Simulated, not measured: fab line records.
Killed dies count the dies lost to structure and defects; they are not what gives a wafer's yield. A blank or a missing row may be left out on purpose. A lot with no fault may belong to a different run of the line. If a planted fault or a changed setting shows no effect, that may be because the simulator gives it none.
Struck lot and sound lot, side by side || flow sfq-line || 18 steps out of a route of 325
Sound: these wafers, L558.3, L558.4, L558.5. Struck: wafers L556.3, L556.4, L556.5. The cause is given at the end.
At each step with rows: each side's tool, then ch and its chambers, then its first start. Under that, the readings that differ: sound wafers || struck wafers || difference of the means || sigmas: that difference in standard deviations of wafers without a fault.
alike: same words and numbers on both sides, and readings whose means sit less than 2 such deviations apart. not compared: any withheld reading, any reading some wafer has no value for, any bound like >300 that may hide the same value, and any number with overlapping values for which the record gives no deviation.
The two part at a step that has a row with sigmas, a row that says differs or no value, or rows on one side only. Numbers that don't overlap but have no deviation are shown without sigmas and don't part them. Lack of a reading on every wafer of one side parts them only where that side has two or more wafers.

SFQ_TRILAYER_M7_BARC_OPEN_METAL_ETCH_229: etches BARC in O2, target depth 125 nm, time 41.7 s.
  sound on rie-metal-01 ch 0,1, day 83 23:41; struck on rie-metal-02 ch 0,1, day 83 16:29
  alike: drypump-motor-current-A, oes-product-au
  not compared: rf-hours-counter-h
then, 1 step without rows for these wafers: SFQ_TRILAYER_M7_ETCH_METAL_ETCH_180 (etches Nb in Cl2/Ar, stops on SiO2, target depth 240 nm, time 120 s).
SFQ_TRILAYER_M7_STRIP_STRIP_181: strips in O2.
  sound on rie-metal-01 ch 0,1, day 84 00:03; struck on rie-metal-02 ch 0,1, day 83 16:51
  alike: drypump-motor-current-A, oes-product-au
  not compared: rf-hours-counter-h
then, 1 step without rows for these wafers: SFQ_TRILAYER_M7_STRIP_SOLV_CLEAN_182 (cleans in NMP, time 600 s).
SFQ_TRILAYER_I7_DEP_PECVD_183: deposits SiO2 from SiH4/N2O, time 111.11 s, target thk 500 nm.
  sound on pecvd-01 ch 1,2, day 84 00:38; struck on pecvd-01 ch 0,2, day 83 17:26
  alike: heater-power-w, throttle-valve-pct
SFQ_TRILAYER_I7_CMP_CMP_184: polishes SiO2.
  sound on cmp-02 ch 1,3, day 84 00:43; struck on cmp-01 ch 0,1,2, day 83 18:11
{"reading": "time-to-endpoint-s (s)", "sound": "201 204 202", "struck": "238 220 221", "difference": "+24", "sigmas": "+3"}
  alike: motor-current-A
SFQ_I7_BOW_MEAS_946:
  sound on film-metro-02, day 84 03:45; struck on film-metro-03, day 83 20:43
{"reading": "I7_BOW (um)", "sound": "28 10 17", "struck": "-11 5 -14", "difference": -25, "sigmas": -2}
SFQ_TRILAYER_I7_METRO_MEASURE_185:
  sound on film-metro-02, day 84 04:14; struck on film-metro-03, day 83 21:12
  alike: thk-nm
then, 4 steps without rows for these wafers: SFQ_TRILAYER_I7_VIA_LITHO_COAT_192 (resist thk 62 nm); SFQ_TRILAYER_I7_VIA_LITHO_COAT_187 (resist thk 650 nm); SFQ_TRILAYER_I7_VIA_LITHO_SOFTBAKE_191; SFQ_TRILAYER_I7_VIA_LITHO_EXPOSE_188 (exposes mask I7, target cd 1000 nm).
-- the record jumps here: 5 days lie between the struck wafers' starts before and after --
SFQ_TRILAYER_I7_VIA_LITHO_PEB_190: peb time 60 s.
  sound on litho-track-01 ch 0, day 88 16:19; struck on litho-track-02 ch 0, day 88 10:19
{"reading": "heater-power-total-W (W)", "sound": "79.15 79.17 79.16", "struck": "79.81 80.03 80.09", "difference": "+0.82", "sigmas": "+12"}
{"reading": "plate-temp-C (C)", "sound": "114.96 115.11 115.18", "struck": "115.79 115.85 115.87", "difference": "+0.75", "sigmas": "+6"}
then, 1 step without rows for these wafers: SFQ_TRILAYER_I7_VIA_LITHO_DEVELOP_189 (time 60 s).
SFQ_I7_OVL_MEAS_947:
  sound on overlay-02, day 88 16:34; struck on overlay-01, day 88 10:34
{"reading": "I7_OVL (nm)", "sound": "-6 2 -7", "struck": "13 13 14", "difference": "+17", "sigmas": "+3"}
SFQ_TRILAYER_I7_VIA_BARC_OPEN_VIA_ETCH_260: etches BARC in O2, target depth 125 nm, time 41.7 s.
  sound on rie-diel-04 ch 2,3, day 88 16:35; struck on rie-diel-03 ch 0,1,3, day 88 10:35
{"reading": "model.I7.cd-nm (nm)", "sound": "1004 1002 1002", "struck": "1018 1017 1018", "difference": "+15", "sigmas": ""}
  alike: drypump-motor-current-A, oes-product-au
  not compared: rf-hours-counter-h
SFQ_TRILAYER_I7_VIA_ETCH_VIA_ETCH_190: etches SiO2 in CHF3, stops on Nb, target depth 260 nm.
  sound on rie-diel-04 ch 2,3, day 88 16:38; struck on rie-diel-03 ch 0,1,3, day 88 10:38
{"reading": "model.I7.cd-nm (nm)", "sound": "1005 999.7 1001", "struck": "1017 1016 1018", "difference": "+15", "sigmas": ""}
  alike: drypump-motor-current-A, oes-product-au
then, 1 step without rows for these wafers: SFQ_TRILAYER_I7_VIA_STRIP_STRIP_191 (strips in O2).

WHERE THEY PART
Last at SFQ_I7_OVL_MEAS_947 as far as this record goes, first at SFQ_TRILAYER_I7_CMP_CMP_184. Later steps at which nothing parts them and some readings are alike: SFQ_TRILAYER_I7_VIA_BARC_OPEN_VIA_ETCH_260, SFQ_TRILAYER_I7_VIA_ETCH_VIA_ETCH_190.

WHY: what had been put in by the simulator
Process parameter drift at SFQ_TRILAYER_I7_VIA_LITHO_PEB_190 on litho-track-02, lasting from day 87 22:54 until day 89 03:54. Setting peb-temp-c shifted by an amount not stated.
